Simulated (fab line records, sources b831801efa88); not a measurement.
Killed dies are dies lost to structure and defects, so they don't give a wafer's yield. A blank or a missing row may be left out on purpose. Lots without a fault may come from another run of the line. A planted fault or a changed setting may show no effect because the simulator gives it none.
Chamber matching | flow sky130 | SKY_VIA4_ETCH_12 on rie_diel-04: 4 sister chambers
The step etches SiO2 in C4F8/O2/Ar, stops on TiN, target depth 580 nm. 22 wafers are shown with their chamber, then 11 later ones without.

WAFERS WITH THEIR CHAMBER
wafer  | chamber | oes_product_au (a.u.)
L076.1 | 0       | 0.927
L076.5 | 3       | 0.920
L076.6 | 2       | 0.924
L078.1 | 0       | 0.924
L078.4 | 2       | 0.923
L078.5 | 0       | 0.921
L080.1 | 0       | 0.925
L080.4 | 2       | 0.937
L080.5 | 0       | 0.929
L083.1 | 3       | 0.928
L083.2 | 2       | 0.924
L083.3 | 0       | 0.936
L084.1 | 2       | 0.918
L084.4 | 0       | 0.926
L084.6 | 0       | 0.922
L088.3 | 0       | 0.921
L088.4 | 3       | 0.927
L088.6 | 0       | 0.929
L092.1 | 1       | 0.927
L092.2 | 2       | 0.924
L092.3 | 0       | 0.928
L092.4 | 3       | 0.919

SIGNATURES (means of the wafers above)
reading        | chamber 0 | chamber 1 | chamber 2 | chamber 3 | scatter within a chamber
oes_product_au | 0.92618   | 0.92700   | 0.92500   | 0.92350   | 0.00505
Rule: a wafer's distance from a chamber is the root of the sum, over the readings, of the square of ((its reading less the chamber's mean) divided by the reading's scatter). The wafer belongs to the nearest chamber; if the next one is less than 2 further off, it can't be placed. The scatter: the root of (the sum of the squares of (reading less its chamber's mean) over the shown wafers, divided by (wafers less chambers)).

WAFERS WITHOUT THEIR CHAMBER
wafer  | oes_product_au (a.u.)
L092.5 | 0.926
L092.6 | 0.928
L093.2 | 0.916
L093.3 | 0.924
L093.5 | 0.926
L095.1 | 0.922
L095.2 | 0.920
L095.3 | 0.926
L095.4 | 0.922
L095.5 | 0.925
L095.6 | 0.930

WHICH CHAMBER EACH WENT THROUGH
wafer  | from the rows above               | in truth
L092.5 | can't be placed: 0 or 1 or 2 or 3 | 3
L092.6 | can't be placed: 1 or 0 or 2 or 3 | 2
L093.2 | can't be placed: 3 or 2 or 0 or 1 | 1
L093.3 | can't be placed: 3 or 2 or 0 or 1 | 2
L093.5 | can't be placed: 0 or 1 or 2 or 3 | 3
L095.1 | can't be placed: 3 or 2 or 0 or 1 | 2
L095.2 | can't be placed: 3 or 2 or 0 or 1 | 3
L095.3 | can't be placed: 0 or 1 or 2 or 3 | 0
L095.4 | can't be placed: 3 or 2 or 0 or 1 | 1
L095.5 | can't be placed: 2 or 0 or 3 or 1 | 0
L095.6 | can't be placed: 1 or 0 or 2 or 3 | 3
Placed correctly: 0 of 11. Can't be placed from these rows: 11 (the true chamber is among the candidates in 11). Placed wrongly: 0.
